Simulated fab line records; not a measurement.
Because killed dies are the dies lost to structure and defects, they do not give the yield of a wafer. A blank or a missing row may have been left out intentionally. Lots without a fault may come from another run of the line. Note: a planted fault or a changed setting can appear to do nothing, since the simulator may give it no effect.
Matching of chambers || flow gf180mcu || GF_PASSIVATION_CVD_02 on pecvd-01 has 3 sister chambers
The step deposits Si3N4, target thk 700 nm, time 486.18 s. 6 wafers are shown with their chamber, then 10 later ones without.

## WAFERS PAIRED WITH THEIR CHAMBERS
{"wafer": "L080.6", "chamber": 2, "heater-power-w (W)": 601, "heater-power-outer-w (W)": 335}
{"wafer": "L083.2", "chamber": 1, "heater-power-w (W)": 797, "heater-power-outer-w (W)": 476}
{"wafer": "L083.5", "chamber": 0, "heater-power-w (W)": 682, "heater-power-outer-w (W)": 404}
{"wafer": "L083.6", "chamber": 1, "heater-power-w (W)": 651, "heater-power-outer-w (W)": 365}
{"wafer": "L090.2", "chamber": 2, "heater-power-w (W)": 640, "heater-power-outer-w (W)": 356}
{"wafer": "L090.4", "chamber": 0, "heater-power-w (W)": 582, "heater-power-outer-w (W)": 329}

## WAFERS WITHOUT THEIR CHAMBER
{"wafer": "L090.6", "heater-power-w (W)": 779, "heater-power-outer-w (W)": 465}
{"wafer": "L091.1", "heater-power-w (W)": 708, "heater-power-outer-w (W)": 419}
{"wafer": "L091.2", "heater-power-w (W)": 514, "heater-power-outer-w (W)": 275}
{"wafer": "L091.3", "heater-power-w (W)": 673, "heater-power-outer-w (W)": 413}
{"wafer": "L092.2", "heater-power-w (W)": 605, "heater-power-outer-w (W)": 353}
{"wafer": "L092.4", "heater-power-w (W)": 655, "heater-power-outer-w (W)": 380}
{"wafer": "L092.6", "heater-power-w (W)": 646, "heater-power-outer-w (W)": 370}
{"wafer": "L096.1", "heater-power-w (W)": 652, "heater-power-outer-w (W)": 384}
{"wafer": "L096.2", "heater-power-w (W)": 764, "heater-power-outer-w (W)": 475}
{"wafer": "L096.4", "heater-power-w (W)": 672, "heater-power-outer-w (W)": 414}

## EACH ONE'S CHAMBER
{"wafer": "L090.6", "from the rows above": "can't be placed: 1 or 0 or 2", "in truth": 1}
{"wafer": "L091.1", "from the rows above": "can't be placed: 1 or 0 or 2", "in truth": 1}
{"wafer": "L091.2", "from the rows above": "can't be placed: 2 or 0 or 1", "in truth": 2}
{"wafer": "L091.3", "from the rows above": "can't be placed: 1 or 0 or 2", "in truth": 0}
{"wafer": "L092.2", "from the rows above": "can't be placed: 2 or 0 or 1", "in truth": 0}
{"wafer": "L092.4", "from the rows above": "can't be placed: 0 or 2 or 1", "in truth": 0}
{"wafer": "L092.6", "from the rows above": "can't be placed: 0 or 2 or 1", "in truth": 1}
{"wafer": "L096.1", "from the rows above": "can't be placed: 0 or 2 or 1", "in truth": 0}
{"wafer": "L096.2", "from the rows above": "can't be placed: 1 or 0 or 2", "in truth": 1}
{"wafer": "L096.4", "from the rows above": "can't be placed: 1 or 0 or 2", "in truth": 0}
Correctly placed: 0 of 10. These rows do not allow placing 10 (true chamber among the candidates in 10). 0 placed wrongly.
How it was worked out, from the rows above alone: a wafer's distance from a chamber is the root of the sum, over the readings, of the square of ((its reading less the chamber's mean) divided by the reading's scatter). If the next closest chamber is less than 2 further off than the closest, the wafer can't be placed; otherwise it belongs to the closest. For every chamber, the mean is computed from those of its wafers that are shown. The scatter: the root of (the sum of the squares of (reading less its chamber's mean) over the shown wafers, divided by (wafers less chambers)).
